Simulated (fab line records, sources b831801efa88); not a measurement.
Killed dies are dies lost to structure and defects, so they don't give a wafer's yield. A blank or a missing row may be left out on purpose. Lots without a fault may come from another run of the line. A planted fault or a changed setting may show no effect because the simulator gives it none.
fab line records | flow sky130
record lots=5 wafers=15 last_day=50
route steps=708 shown LI_CONTACT@365 LOCAL_INTERCONNECT@387 CONTACT@406 PAD_OPEN@708
lots that met no fault: from a run of the same line without faults
start_h: hours from the record's first day to the start of the lot's first wafer shown | wait_h: hours since the lot's step before | " the same as in the row above | L1.1+2: a row that stands for several wafers | - no value, or no start given | * or withheld: withheld | < > ~ a bound
route shown NAME@n: a module of which the file shows steps, and the number in the route of the first | usual: mean/standard deviation of fault-free wafers | same: alike in all rows | chamber/n: place in a boat | sites: the reading at each site | _std_site: their standard deviation | _edge_site: outer sites' mean less inner sites' | radius_mm: how far each site lies from the wafer's centre | mask NAME#n: copy n | behind: the tool/chamber that last shaped the wafer | hold: why the lot was held/for how many hours/how that ended | device: the transistor (n, p or np) that didn't switch | end of line: the same wafers' tests at the end of the route | a step without rows: its recipe alone | killed: dies lost to structure and defects at the first sort, not the wafer's yield | map: a wafer's dies, x killed, . not, _ none there
set.NAME: the setting as run; set.NAME@STEP: as run at that earlier step | model.NAME: the simulator's own value behind a step, which no gauge read
lots at some steps of the route; a table a step, a row a wafer
services: from which hour (start_h, from the record's first day; less than 0 if before it) a tool's chamber was out of use, for how many hours, and why
## steps
# step SKY_LI_CONTACT_BOW_MEAS_03
# recipe mode=bow
# usual LI_CONTACT_BOW=56/7.2
# columns lot.wafer tool chamber start_h wait_h LI_CONTACT_BOW[um]
L741.1 film_metro-01 - 662.00 0.1 58
L741.5 " - " " 64
L741.6 " - " " 49
L743.2 film_metro-04 - 677.46 0.3 52
L743.3 " - " " 56
L743.4 " - " " 47
L746.1 film_metro-04 - 704.76 0.2 49
L746.3 " - " " 55
L746.5 " - " " 46
L752.1 film_metro-03 - 778.35 0.1 62
L752.3 " - " " 81
L752.6 " - " " 69
L760.3 film_metro-04 - 811.13 0.3 61
L760.4 " - " " 47
L760.6 " - " " 50
# step SKY_LI_CONTACT_DEHYDRATE_04
# recipe temp_c=200 time_s=60
# step SKY_LI_CONTACT_HMDS_05
# recipe prime_time_s=60 prime_temp_c=120
# step SKY_LI_CONTACT_COAT_06
# recipe resist=BARC temp_c=withheld time_s=withheld spin_rpm=3000 resist_thk_nm=60
# step SKY_LI_CONTACT_COAT_07
# recipe resist=KrF-thick spin_rpm=3000 resist_thk_nm=450
# step SKY_LI_CONTACT_SOFTBAKE_08
# recipe temp_c=100 time_s=90 resist=KrF-thick
# step SKY_LI_CONTACT_EXPOSE_09
# recipe mask_id=LICM1 na=0.8 source_shape=annular sigma_inner=0.55 sigma_outer=0.85 target_cd_nm=170 dose_mj=38
# step SKY_LI_CONTACT_PEB_10
# recipe peb_temp_c=withheld peb_time_s=withheld resist=KrF-thick
# step SKY_LI_CONTACT_DEVELOP_11
# recipe develop_time_s=60 resist=KrF-thick dev_temp_c=21
# step SKY_LI_CONTACT_CD_MEAS_12
# recipe target_cd_nm=170
# usual cd_nm=169.5/1.5
# columns lot.wafer tool chamber start_h wait_h cd_nm
L741.1 cd_sem-01 - 688.53 - 170.5
L741.5 " - " " 169.6
L741.6 " - " " 170.3
L743.2 cd_sem-02 - 705.90 - 168.9
L743.3 " - " " 171.2
L743.4 " - " " 168.7
L746.1 cd_sem-02 - 732.76 - 167.9
L746.3 " - " " 168.0
L746.5 " - " " 167.2
L752.1 cd_sem-01 - 805.51 - 170.7
L752.3 " - " " 170.5
L752.6 " - " " 170.8
L760.3 cd_sem-01 - 836.87 - 169.6
L760.4 " - " " 170.4
L760.6 " - " " 168.8
# step SKY_LI_CONTACT_OVL_MEAS_13
# usual LI_CONTACT_OVL=3/5.5
# columns lot.wafer tool chamber start_h wait_h LI_CONTACT_OVL[nm]
L741.1 overlay-02 - 688.65 0.1 2
L741.5 " - " " 1
L741.6 " - " " 2
L743.2 overlay-01 - 706.00 0.1 -5
L743.3 " - " " -1
L743.4 " - " " -8
L746.1 overlay-02 - 732.88 0.1 -6
L746.3 " - " " -6
L746.5 " - " " -3
L752.1 overlay-01 - 805.63 0.1 15
L752.3 " - " " 11
L752.6 " - " " 5
L760.3 overlay-02 - 836.96 0.1 7
L760.4 " - " " 1
L760.6 " - " " 0
# step SKY_LI_CONTACT_ETCH_14
# recipe chemistry=N2/H2 target=BARC ion_energy_ev=200 source_w=500 bias_w=100 pressure_mtorr=30 n2_flow_sccm=100 h2_flow_sccm=200 stop_on=SiO2 time_s=45.9 target_depth_a=600
# step SKY_LI_CONTACT_ETCH_15
# recipe target=PSG chemistry=C4F8/O2/Ar stop_on=Si taper_deg=4.15 mask_material=KrF-thick source_w=1500 bias_w=1200 pressure_mtorr=40 c4f8_flow_sccm=withheld O2_flow_sccm=6 Ar_flow_sccm=300 time_s=withheld target_depth_a=6000
# usual oes_product_au=0.837/0.0047
# columns lot.wafer tool chamber start_h wait_h oes_product_au
L741.1 rie_diel-01 0 688.73 0.0 0.840
L741.5 " 3 " " 0.840
L741.6 " 2 " " 0.842
L743.2 rie_diel-02 0 706.08 0.0 0.838
L743.3 " 1 " " 0.833
L743.4 " 3 " " 0.842
L746.1 rie_diel-02 0 732.96 0.0 0.830
L746.3 " 3 " " 0.845
L746.5 " 2 " " 0.833
L752.1 rie_diel-04 2 805.71 0.0 0.837
L752.3 " 0 " " 0.836
L752.6 " 0 " " 0.839
L760.3 rie_diel-01 1 837.03 0.0 0.840
L760.4 " 3 " " 0.838
L760.6 " 3 " " 0.834
# step SKY_LI_CONTACT_STRIP_16
# recipe chemistry=O2/N2 power_w=1400 pressure_mtorr=1500 platen_temp_c=withheld o2_flow_sccm=3000 n2_flow_sccm=300 overash_fraction=0.5
# step SKY_LI_CONTACT_CLEAN_17
# recipe chemistry=NMP time_s=600 temp_c=60 dry=n2_spin
# step SKY_LI_CONTACT_PRE_CLEAN_18
# recipe gas=Ar time_s=5.6 bias_v=358
# step SKY_LI_CONTACT_SPUTTER_19
# recipe material=Ti target_thk_nm=20 chamber_pressure_pa=5 power_w=2500 substrate_temp_c=200 time_s=106.37
# step SKY_LI_CONTACT_SPUTTER_20
# recipe material=TiN target_thk_nm=20 chamber_pressure_pa=5 power_w=4000 time_s=80
# usual throttle_valve_pct=30.1/0.66
# columns lot.wafer tool chamber start_h wait_h throttle_valve_pct
L741.1 pvd_sputter-03 - 689.18 0.0 30.3
L741.5 " - " " 30.0
L741.6 " - " " 30.5
L743.2 pvd_sputter-01 - 706.71 0.0 30.5
L743.3 " - " " 29.7
L743.4 " - " " 29.8
L746.1 pvd_sputter-01 - 733.62 0.0 30.9
L746.3 " - " " 30.2
L746.5 " - " " 30.0
L752.1 pvd_sputter-03 - 806.16 0.0 30.2
L752.3 " - " " 30.1
L752.6 " - " " 30.8
L760.3 pvd_sputter-03 - 837.48 0.0 30.2
L760.4 " - " " 30.5
L760.6 " - " " 30.4
# step SKY_LI_CONTACT_CVD_21
# recipe material=W target_thk_nm=400 time_s=120.56 temp_c=400 pressure_torr=40
# usual heater_power_w=822/43
# columns lot.wafer tool chamber start_h wait_h heater_power_w
L741.1 cvd_w-02 0 689.24 0.0 872
L741.5 " 1 " " 781
L741.6 " 0 " " 869
L743.2 cvd_w-01 0 706.77 0.0 764
L743.3 " 1 " " 816
L743.4 " 0 " " 777
L746.1 cvd_w-02 1 733.68 0.0 805
L746.3 " 0 " " 892
L746.5 " 0 " " 871
L752.1 cvd_w-02 1 806.22 0.0 793
L752.3 " 1 " " 788
L752.6 " 0 " " 908
L760.3 cvd_w-01 0 837.59 0.1 768
L760.4 " 1 " " 835
L760.6 " 1 " " 861
# step SKY_LI_CONTACT_RS_MEAS_22
# recipe thk_meas_gauge=four-point-probe reads=W_of_LI_CONTACT_CVD_21+TiN_of_LI_CONTACT_SPUTTER_20+Ti_of_LI_CONTACT_SPUTTER_19
# usual LI_CONTACT_W_RS=0.2863/0.0026
# columns lot.wafer tool chamber start_h wait_h LI_CONTACT_W_RS[ohm/sq]
L741.1 film_metro-01 - 689.37 0.1 0.2886
L741.5 " - " " 0.2855
L741.6 " - " " 0.2892
L743.2 film_metro-01 - 706.91 0.1 0.2864
L743.3 " - " " 0.2891
L743.4 " - " " 0.2860
L746.1 film_metro-01 - 733.80 0.1 0.2857
L746.3 " - " " 0.2864
L746.5 " - " " 0.2868
L752.1 film_metro-01 - 806.35 0.1 0.2842
L752.3 " - " " 0.2858
L752.6 " - " " 0.2831
L760.3 film_metro-04 - 837.71 0.1 0.2857
L760.4 " - " " 0.2854
L760.6 " - " " 0.2871
# step SKY_LI_CONTACT_THK_MEAS_23
# recipe thk_meas_gauge=xrf reads=W_of_LI_CONTACT_CVD_21
# usual LI_CONTACT_W_THK=403/5.1
# columns lot.wafer tool chamber start_h wait_h LI_CONTACT_W_THK[nm]
L741.1 film_metro-01 - 689.49 0.1 397
L741.5 " - " " 401
L741.6 " - " " 394
L743.2 film_metro-01 - 707.02 0.1 405
L743.3 " - " " 400
L743.4 " - " " 406
L746.1 film_metro-01 - 733.92 0.1 398
L746.3 " - " " 396
L746.5 " - " " 399
L752.1 film_metro-01 - 806.47 0.1 405
L752.3 " - " " 405
L752.6 " - " " 404
L760.3 film_metro-04 - 837.81 0.1 407
L760.4 " - " " 408
L760.6 " - " " 402
# step SKY_LI_CONTACT_CMP_24
# recipe stop_on=PSG t_overpolish_s=20 down_force_psi=3.5 platen_rpm=60 target_thk_nm=0 pad_velocity_m_s=0.94248
# step SKY_LOCAL_INTERCONNECT_SPUTTER_00
# recipe material=TiN target_thk_nm=100 temp_c=300 power_w=6500 time_s=83.3 chamber_pressure_pa=0.4
# step SKY_LOCAL_INTERCONNECT_RS_MEAS_01
# recipe thk_meas_gauge=four-point-probe reads=TiN_of_LOCAL_INTERCONNECT_SPUTTER_00
# usual LOCAL_INTERCONNECT_TIN_RS=14.19/0.14
# columns lot.wafer tool chamber start_h wait_h LOCAL_INTERCONNECT_TIN_RS[ohm/sq]
L741.1 film_metro-02 - 689.91 0.0 14.31
L741.5 " - " " 14.08
L741.6 " - " " 14.31
L743.2 film_metro-03 - 707.46 0.1 14.13
L743.3 " - " " 13.94
L743.4 " - " " 13.98
L746.1 film_metro-03 - 734.35 0.0 14.27
L746.3 " - " " 14.30
L746.5 " - " " 14.26
L752.1 film_metro-02 - 806.89 0.0 14.05
L752.3 " - " " 14.05
L752.6 " - " " 14.07
L760.3 film_metro-01 - 838.25 0.1 14.16
L760.4 " - " " 13.97
L760.6 " - " " 14.08
# step SKY_LOCAL_INTERCONNECT_THK_MEAS_02
# recipe thk_meas_gauge=xrf reads=TiN_of_LOCAL_INTERCONNECT_SPUTTER_00
# usual LOCAL_INTERCONNECT_TIN_THK=97.7/1
# columns lot.wafer tool chamber start_h wait_h LOCAL_INTERCONNECT_TIN_THK[nm]
L741.1 film_metro-02 - 690.03 0.1 97.0
L741.5 " - " " 97.9
L741.6 " - " " 96.8
L743.2 film_metro-03 - 707.57 0.1 98.1
L743.3 " - " " 99.5
L743.4 " - " " 99.0
L746.1 film_metro-03 - 734.47 0.1 97.1
L746.3 " - " " 96.9
L746.5 " - " " 96.6
L752.1 film_metro-02 - 807.01 0.1 98.2
L752.3 " - " " 99.0
L752.6 " - " " 98.5
L760.3 film_metro-01 - 838.35 0.1 98.5
L760.4 " - " " 99.0
L760.6 " - " " 98.9
# step SKY_LOCAL_INTERCONNECT_DEHYDRATE_03
# recipe temp_c=200 time_s=60
# step SKY_LOCAL_INTERCONNECT_HMDS_04
# recipe prime_time_s=60 prime_temp_c=120
# step SKY_LOCAL_INTERCONNECT_COAT_05
# recipe resist=BARC temp_c=withheld time_s=withheld spin_rpm=3000 resist_thk_nm=60
# step SKY_LOCAL_INTERCONNECT_COAT_06
# recipe resist=KrF-thick spin_rpm=3000 resist_thk_nm=450
# step SKY_LOCAL_INTERCONNECT_SOFTBAKE_07
# recipe temp_c=100 time_s=90 resist=KrF-thick
# step SKY_LOCAL_INTERCONNECT_EXPOSE_08
# recipe mask_id=LI1M na=0.8 source_shape=annular sigma_inner=0.55 sigma_outer=0.85 target_cd_nm=170 dose_mj=28
# step SKY_LOCAL_INTERCONNECT_PEB_09
# recipe peb_temp_c=withheld peb_time_s=withheld resist=KrF-thick
# step SKY_LOCAL_INTERCONNECT_DEVELOP_10
# recipe develop_time_s=60 resist=KrF-thick dev_temp_c=21
# step SKY_LOCAL_INTERCONNECT_CD_MEAS_11
# recipe target_cd_nm=170
# usual cd_nm=170.0/1.6
# columns lot.wafer tool chamber start_h wait_h cd_nm
L741.1 cd_sem-01 - 717.92 - 170.4
L741.5 " - " " 170.4
L741.6 " - " " 170.4
L743.2 cd_sem-02 - 735.30 - 168.8
L743.3 " - " " 167.6
L743.4 " - " " 167.3
L746.1 cd_sem-01 - 761.18 - 168.6
L746.3 " - " " 168.2
L746.5 " - " " 167.7
L752.1 cd_sem-01 - 833.26 - 168.5
L752.3 " - " " 168.3
L752.6 " - " " 168.7
L760.3 cd_sem-02 - 864.25 - 168.9
L760.4 " - " " 169.6
L760.6 " - " " 170.0
# step SKY_LOCAL_INTERCONNECT_OVL_MEAS_12
# usual LOCAL_INTERCONNECT_OVL=0/5.5
# columns lot.wafer tool chamber start_h wait_h LOCAL_INTERCONNECT_OVL[nm]
L741.1 overlay-02 - 718.04 0.1 5
L741.5 " - " " 5
L741.6 " - " " 1
L743.2 overlay-01 - 735.40 0.1 9
L743.3 " - " " 4
L743.4 " - " " 1
L746.1 overlay-02 - 761.30 0.1 0
L746.3 " - " " -4
L746.5 " - " " -3
L752.1 overlay-02 - 833.38 0.1 -11
L752.3 " - " " -6
L752.6 " - " " 0
L760.3 overlay-01 - 864.34 0.1 -3
L760.4 " - " " 0
L760.6 " - " " -2
# step SKY_LOCAL_INTERCONNECT_ETCH_13
# recipe chemistry=N2/H2 target=BARC ion_energy_ev=200 bias_w=100 pressure_mtorr=30 n2_flow_sccm=100 h2_flow_sccm=200 icp_w=500 stop_on=SiO2 time_s=45.9 target_depth_a=600
# step SKY_LOCAL_INTERCONNECT_METAL_ETCH_14
# recipe target_depth_nm=110 stop_on=PSG chemistry=Cl2/BCl3 target=TiN resist_sidewall_deg=88 pressure_mtorr=10 icp_w=900 bias_w=48.5 Cl2_flow_sccm=60 bcl3_flow_sccm=30 time_s=31.4
# usual drypump_motor_current_A=6.1/0.36 oes_product_au=0.938/0.0071 throttle_valve_pct=21.902/0.01
# columns lot.wafer tool chamber start_h wait_h drypump_motor_current_A oes_product_au rf_hours_counter_h throttle_valve_pct
L741.1 rie_metal-02 1 718.13 0.0 5.5 0.938 7 21.902
L741.5 " 1 " " 5.5 0.945 - 21.901
L741.6 " 0 " " 6.2 0.937 - 21.912
L743.2 rie_metal-01 0 735.50 0.0 6.4 0.940 14 21.904
L743.3 " 0 " " 6.4 0.948 - 21.910
L743.4 " 1 " " 6.2 0.947 - 21.894
L746.1 rie_metal-02 0 761.40 0.0 6.2 0.938 5 21.907
L746.3 " 0 " " 6.2 0.940 - 21.890
L746.5 " 0 " " 6.2 0.932 - 21.893
L752.1 rie_metal-02 1 833.48 0.0 5.6 0.942 10 21.889
L752.3 " 0 " " 6.2 0.944 - 21.881
L752.6 " 0 " " 6.2 0.940 - 21.897
L760.3 rie_metal-04 1 864.44 0.0 6.6 0.939 - 21.891
L760.4 " 0 " " 5.8 0.940 - 21.898
L760.6 " 1 " " 6.6 0.934 - 21.894
# step SKY_LOCAL_INTERCONNECT_STRIP_15
# recipe chemistry=O2/N2 power_w=1400 pressure_mtorr=1500 platen_temp_c=withheld o2_flow_sccm=3000 n2_flow_sccm=300 overash_fraction=0.5
# usual drypump_motor_current_A=5.8/0.45 n2_flow_sccm=299.8/0.84 oes_product_au=0.426/0.0042 strip_time_to_endpoint_s=4.719/0.018
# columns lot.wafer tool chamber start_h wait_h drypump_motor_current_A n2_flow_sccm oes_product_au rf_hours_counter_h strip_time_to_endpoint_s
L741.1 plasma_asher-02 1 718.19 0.0 6.4 299.8 0.422 99 4.734
L741.5 " 0 " " 5.1 299.0 0.422 - 4.728
L741.6 " 1 " " 6.4 299.6 0.427 - 4.732
L743.2 plasma_asher-01 1 735.55 0.0 5.2 298.5 0.430 92 4.732
L743.3 " 1 " " 5.2 299.6 0.428 - 4.726
L743.4 " 0 " " 6.1 299.8 0.428 - 4.724
L746.1 plasma_asher-02 1 761.45 0.0 6.4 299.3 0.428 2 4.726
L746.3 " 1 " " 6.4 300.7 0.430 - 4.700
L746.5 " 0 " " 5.1 300.4 0.418 - 4.710
L752.1 plasma_asher-02 0 833.53 0.0 5.1 299.0 0.420 9 4.697
L752.3 " 1 " " 6.5 299.9 0.428 - 4.721
L752.6 " 1 " " 6.4 299.6 0.422 - 4.691
L760.3 plasma_asher-01 0 864.51 0.1 6.1 300.3 0.423 - 4.721
L760.4 " 1 " " 5.2 299.7 0.420 - 4.707
L760.6 " 1 " " 5.2 299.7 0.423 - 4.713
# step SKY_LOCAL_INTERCONNECT_STRIP_16
# recipe chemistry=post_etch_residue_remover time_s=1200 temp_c=72.5
# step SKY_LOCAL_INTERCONNECT_CLEAN_17
# recipe chemistry=IPA time_s=180 temp_c=25
# step SKY_LOCAL_INTERCONNECT_CLEAN_18
# recipe chemistry=O3/DIW dry=n2_spin
# step SKY_CONTACT_CVD_00
# recipe material=Si3N4 target_thk_nm=75 temp_c=400 time_s=withheld rf_w=450
# usual heater_power_w=821/110
# columns lot.wafer tool chamber start_h wait_h heater_power_w
L741.1 pecvd-02 2 718.78 0.0 579
L741.5 " 1 " " 713
L741.6 " 2 " " 567
L743.2 pecvd-04 1 736.28 0.0 735
L743.3 " 2 " " 732
L743.4 " 2 " " 715
L746.1 pecvd-04 1 762.08 0.0 832
L746.3 " 2 " " 831
L746.5 " 2 " " 848
L752.1 pecvd-01 0 834.53 0.0 773
L752.3 " 0 " " 785
L752.6 " 0 " " 782
L760.3 pecvd-04 0 865.08 0.0 833
L760.4 " 1 " " 792
L760.6 " 2 " " 826
# step SKY_PAD_OPEN_PROBE_99
# usual killed_at_M0_to_M3=42/6.8 killed_at_M4_up=3.2/1.8 killed_at_contacts=25/5.4 killed_at_front_end=15/4.5 killed_at_other=0.3/0.56 killed_dies=85/9.7 killed_open=46/7.1 killed_short=39/6.5
# same gross_dies=492 killed_at_back_side=0
# columns lot.wafer tool chamber start_h wait_h hold killed_at_M0_to_M3 killed_at_M4_up killed_at_contacts killed_at_front_end killed_at_other killed_dies killed_open killed_short
L741.1 prober-01 - 1086.48 0.1 - 49 4 27 22 0 102 52 50
L741.5 prober-01 - 1086.68 0.2 - 33 4 22 16 0 75 44 31
L741.6 prober-01 - 1086.73 0.2 - 41 4 29 13 0 87 39 48
L743.2 prober-01 - 1098.83 0.1 - 40 3 26 7 0 76 44 31
L743.3 prober-01 - 1098.88 0.2 - 42 5 24 13 0 84 37 47
L743.4 prober-01 - 1098.93 0.2 - 39 2 22 17 1 81 43 37
L746.1 prober-02 - 1117.68 0.1 - 46 3 20 17 0 86 47 39
L746.3 prober-02 - 1117.78 0.2 - 36 1 28 15 1 81 43 38
L746.5 prober-02 - 1117.88 0.2 - 40 5 22 10 1 78 35 43
L752.1 prober-01 - 1168.16 0.1 - 41 3 31 21 0 96 48 47
L752.3 prober-01 - 1168.26 0.2 - 52 4 25 20 0 101 56 45
L752.6 prober-01 - 1168.41 0.2 - 40 1 25 27 0 93 55 37
L760.3 prober-02 - 1190.72 0.2 await_dispo/3.1h/release 32 2 95 9 0 138 34 35
L760.4 prober-02 - 1190.77 0.2 await_dispo/3.1h/release 50 1 26 13 0 90 45 45
L760.6 prober-02 - 1190.87 0.2 await_dispo/3.1h/release 47 5 19 13 1 85 48 36
# killed by level:class
L741.1 VIA1:geometric_particle:open=11 CONTACT:geometric_particle:open=9 METAL2:geometric_particle:short=7 CONTACT:geometric_particle:short=7 POLY_GATE:geometric_particle:open=6 VIA2:geometric_particle:short=6 LI_CONTACT:geometric_particle:open=6 METAL1:geometric_particle:short=6
L741.5 VIA1:geometric_particle:open=8 FIELD_ISO:geometric_particle:short=7 LI_CONTACT:geometric_particle:open=7 VIA2:geometric_particle:open=7 CONTACT:geometric_particle:open=6 CONTACT:geometric_particle:short=4 POLY_GATE:geometric_particle:open=4 METAL4:geometric_particle:short=4
L741.6 VIA1:geometric_particle:short=11 LI_CONTACT:geometric_particle:open=8 CONTACT:geometric_particle:open=8 CONTACT:geometric_particle:short=7 VIA2:geometric_particle:open=7 FIELD_ISO:geometric_particle:short=5 METAL2:geometric_particle:short=5 FIELD_ISO:geometric_particle:open=4
L743.2 VIA1:geometric_particle:open=11 LI_CONTACT:geometric_particle:open=9 CONTACT:geometric_particle:open=8 METAL2:geometric_particle:short=8 CONTACT:geometric_particle:short=6 VIA2:geometric_particle:open=5 VIA3:geometric_particle:open=5 METAL3:geometric_particle:short=3
L743.3 METAL2:geometric_particle:short=9 VIA1:geometric_particle:open=9 CONTACT:geometric_particle:open=8 LI_CONTACT:geometric_particle:open=6 METAL3:geometric_particle:short=5 POLY_GATE:geometric_particle:short=4 VIA3:geometric_particle:short=4 CONTACT:geometric_particle:short=4
L743.4 VIA1:geometric_particle:open=13 CONTACT:geometric_particle:open=10 FIELD_ISO:geometric_particle:short=6 VIA3:geometric_particle:short=5 CONTACT:geometric_particle:short=4 LI_CONTACT:geometric_particle:open=4 METAL1:geometric_particle:short=4 VIA1:geometric_particle:short=4
L746.1 VIA3:geometric_particle:open=10 METAL1:geometric_particle:short=8 CONTACT:geometric_particle:open=7 FIELD_ISO:geometric_particle:open=6 VIA1:geometric_particle:open=6 VIA1:geometric_particle:short=6 LI_CONTACT:geometric_particle:short=5 LI_CONTACT:geometric_particle:open=5
L746.3 LI_CONTACT:geometric_particle:open=12 FIELD_ISO:geometric_particle:open=6 VIA1:geometric_particle:open=6 METAL2:geometric_particle:short=6 LOCAL_INTERCONNECT:geometric_particle:short=6 VIA3:geometric_particle:open=5 CONTACT:geometric_particle:open=5 FIELD_ISO:geometric_particle:short=4
L746.5 METAL1:geometric_particle:short=7 VIA2:geometric_particle:short=7 LI_CONTACT:geometric_particle:open=6 CONTACT:geometric_particle:open=6 CONTACT:geometric_particle:short=5 VIA1:geometric_particle:open=5 VIA3:geometric_particle:short=5 FIELD_ISO:geometric_particle:short=4
L752.1 METAL1:geometric_particle:short=10 VIA2:geometric_particle:open=9 CONTACT:geometric_particle:open=8 LI_CONTACT:geometric_particle:open=8 LI_CONTACT:geometric_particle:short=8 FIELD_ISO:geometric_particle:open=6 FIELD_ISO:geometric_particle:short=5 POLY_GATE:geometric_particle:open=5
L752.3 VIA1:geometric_particle:open=16 CONTACT:geometric_particle:open=8 METAL2:geometric_particle:short=8 VIA3:geometric_particle:open=6 VIA2:geometric_particle:open=6 LI_CONTACT:geometric_particle:short=5 LI_CONTACT:geometric_particle:open=5 METAL1:geometric_particle:short=5
L752.6 CONTACT:geometric_particle:open=10 VIA1:geometric_particle:open=10 VIA2:geometric_particle:open=10 POLY_GATE:geometric_particle:open=8 POLY_GATE:geometric_particle:short=6 METAL2:geometric_particle:short=6 FIELD_ISO:geometric_particle:open=5 LI_CONTACT:geometric_particle:open=5
L760.3 LI_CONTACT:unspecified=69 LI_CONTACT:geometric_particle:open=8 CONTACT:geometric_particle:open=8 VIA3:geometric_particle:short=6 VIA1:geometric_particle:short=6 LI_CONTACT:geometric_particle:short=5 POLY_GATE:geometric_particle:open=4 METAL1:geometric_particle:short=4
L760.4 CONTACT:geometric_particle:open=14 VIA1:geometric_particle:open=10 METAL1:geometric_particle:short=8 METAL2:geometric_particle:short=6 METAL3:geometric_particle:short=6 VIA1:geometric_particle:short=5 VIA3:geometric_particle:open=5 FIELD_ISO:geometric_particle:short=4
L760.6 VIA3:geometric_particle:open=9 CONTACT:geometric_particle:open=7 VIA1:geometric_particle:open=7 VIA2:geometric_particle:open=5 METAL2:geometric_particle:short=5 VIA3:geometric_particle:short=5 FIELD_ISO:geometric_particle:short=3 POLY_GATE:geometric_particle:short=3
# map L760.3 (x killed, . not)
__________.........._________
________......x....x.._______
______..xx..........x.x._____
_____....................____
____.x.....x...x..x.......___
___x........x.x..........x.__
__.xx..x......x.x..........._
_x.x...x...x..............x..
_......x...x................x
_....x.....x.xxx.xxx.x.x.....
_........x..xxxxxxxxx.x...x..
_.......x...x.xxxxxxxxxxx....
_x...x....x.x.xxxxxxxx.x.x...
_........x.x.xxxxxxxxxx.x...x
_..........x..xxxxxxxx.x.....
__...x....x..x.xxxxxxx....x._
___.x.......xx.xx.xxxx.....__
____......x.x.x.xxx.xx....___
_____.xx...x..x.x..x.x...____
______......x..........._____
________.........x..x._______
__________.........._________
# map L741.1 (x killed, . not)
__________.........._________
________..x.x.x..x.x.._______
______..xx......xx......_____
_____..........x...x...x.____
____............x....x..x.___
___....x....x.x.x.xx......x__
__............x....x.x....x._
_..x.....x.........xxx.......
_.x..xx.xx...x....xx.x.......
_....xx...x..x...............
_....x................x...x.x
_........x.....xx.x..........
_x...x.....x..x.xx.........x.
_..x.xx.x........x...x....x.x
_x.........x.............x..x
__...x..........x..x......x._
___xx.x.x....x.xx..x...x...__
____.x.x..x..x......x.x..x___
_____..........x..x...x..____
______..x..x...x......x._____
________......xxx....x_______
__________.........._________
## services
# columns tool chamber start_h hours kind
rie_diel-01 0 680.25 7.7 repair
pecvd-04 - 691.37 6.0 pm
pvd_sputter-01 - 692.26 1.4 repair
plasma_asher-01 - 696.23 2.8 pm
cvd_w-02 1 701.88 2.7 repair
pvd_sputter-03 - 705.55 3.8 repair
rie_diel-01 2 707.93 4.2 repair
pecvd-04 - 709.06 1.0 repair
plasma_asher-02 - 733.79 9.0 pm
rie_diel-02 0 734.77 2.6 repair
rie_diel-01 0 744.38 8.8 repair
pvd_sputter-03 - 745.26 2.9 repair
pecvd-04 - 748.64 2.8 pm
pvd_sputter-01 - 761.34 2.3 repair
rie_diel-02 - 766.01 2.8 pm
pvd_sputter-03 - 766.32 23.6 repair
rie_diel-02 3 779.24 21.8 repair
rie_diel-02 1 786.98 3.2 repair
pecvd-04 - 787.50 0.2 repair
pvd_sputter-03 - 788.46 3.2 repair
pvd_sputter-01 - 790.33 3.9 repair
pvd_sputter-03 - 814.06 7.5 repair
pecvd-04 - 823.99 1.5 repair
pecvd-04 - 840.27 0.8 repair
## key
first_sign step=SKY_PAD_OPEN_PROBE_99 reading=killed_at_contacts direction=up sigmas=13 usual=25 struck=95
effect step=SKY_PAD_OPEN_PROBE_99 reading=killed_dies direction=up sigmas=5.4 usual=85 struck=138
met_at SKY_LI_CONTACT_ETCH_15
struck_wafers L760.3
tester_left_out L760
fault kind=chamber_particle_source tool=rie_diel-01 chamber=1 onset_h=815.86 steps=SKY_LI_CONTACT_ETCH_15 rate_per_visit_cm2=2.1499 end_h=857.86
# tester_left_out: of these lots the tester's yield and bins aren't shown, on N5 and GAA mostly nor the transistor test; their killed dies are dies lost to structure and defects alone, not to doping, threshold or leakage, so they don't give the yield
